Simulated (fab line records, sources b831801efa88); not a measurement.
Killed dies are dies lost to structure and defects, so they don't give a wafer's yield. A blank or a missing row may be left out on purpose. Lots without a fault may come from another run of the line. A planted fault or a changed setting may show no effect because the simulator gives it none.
A struck lot beside a sound one | flow sky130 | 14 steps out of a route of 708
Sound: wafers L877.3, L877.4, L877.5. Struck: wafers L891.1, L891.3, L891.4. The cause comes at the end.
At each step with rows: each side's tool, then ch and its chambers, then its first start. Under that, the readings that differ: sound wafers | struck wafers | difference of the means | sigmas: that difference in standard deviations of wafers without a fault.
alike: readings whose means differ by less than 2 such deviations, and words and numbers that are the same on both sides. not compared: withheld readings, readings that some wafer has no value for, bounds like >300 that may hide the same value, and numbers for which the record gives no deviation and whose values overlap.
The two part at a step that has a row with sigmas, a row that says differs or no value, or rows on one side only. Numbers that don't overlap but have no deviation are shown without sigmas and don't part them. A reading that every wafer of one side lacks parts them only if that side has two wafers or more.

first, 3 steps without rows for these wafers: SKY_VT_ADJUST_HVTR_EXPOSE_04 (exposes mask HVTRM, target cd 380 nm); SKY_VT_ADJUST_HVTR_PEB_05; SKY_VT_ADJUST_HVTR_DEVELOP_06 (develop time 60 s).
SKY_VT_ADJUST_HVTR_CD_MEAS_07: target cd 380 nm.
  sound on cd_sem-01, day 9 20:02; struck on cd_sem-02, day 13 23:06
  alike: cd_nm
SKY_VT_ADJUST_HVTR_OVL_MEAS_08:
  sound on overlay-02, day 9 20:08; struck on overlay-01, day 13 23:13
  alike: VT_ADJUST_HVTR_OVL
then, 1 step without rows for these wafers: SKY_VT_ADJUST_HVTR_IMPLANT_09.
SKY_VT_ADJUST_HVTR_STRIP_10: strips in O2/N2.
  sound on plasma_asher-02 ch 0,1, day 9 20:20; struck on plasma_asher-02 ch 0,1, day 13 23:25
  alike: drypump_motor_current_A, oes_product_au, strip_time_to_endpoint_s
  not compared: rf_hours_counter_h
SKY_VT_ADJUST_HVTR_TW_MEAS_11:
  sound on film_metro-03, day 9 20:26; struck on film_metro-04, day 13 23:31
  alike: VT_ADJUST_HVTR_TW
then, 4 steps without rows for these wafers: SKY_VT_ADJUST_PCH_DEHYDRATE_00 (time 60 s); SKY_VT_ADJUST_PCH_HMDS_01 (prime time 60 s); SKY_VT_ADJUST_PCH_COAT_02 (resist thk 3000 nm); SKY_VT_ADJUST_PCH_SOFTBAKE_03.
SKY_VT_ADJUST_PCH_EXPOSE_04: exposes mask NWM, target cd 840 nm.
  sound on iline_stepper-01 ch 0, day 10 07:28; struck on iline_stepper-01, day 14 11:53
  no value came back on the struck wafers for exposure_dose_mJ_cm2, focus_offset_nm (nm); on the sound wafers exposure_dose_mJ_cm2 reads 255.10 255.40 255.09
  alike: mask
then, 1 step without rows for these wafers: SKY_VT_ADJUST_PCH_PEB_05.

WHERE THEY PART
Only at SKY_VT_ADJUST_PCH_EXPOSE_04, within this record.

WHY: what the simulator had put in
Skipped step whole: iline_stepper-01, from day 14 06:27 on, at SKY_VT_ADJUST_PCH_EXPOSE_04. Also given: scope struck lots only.
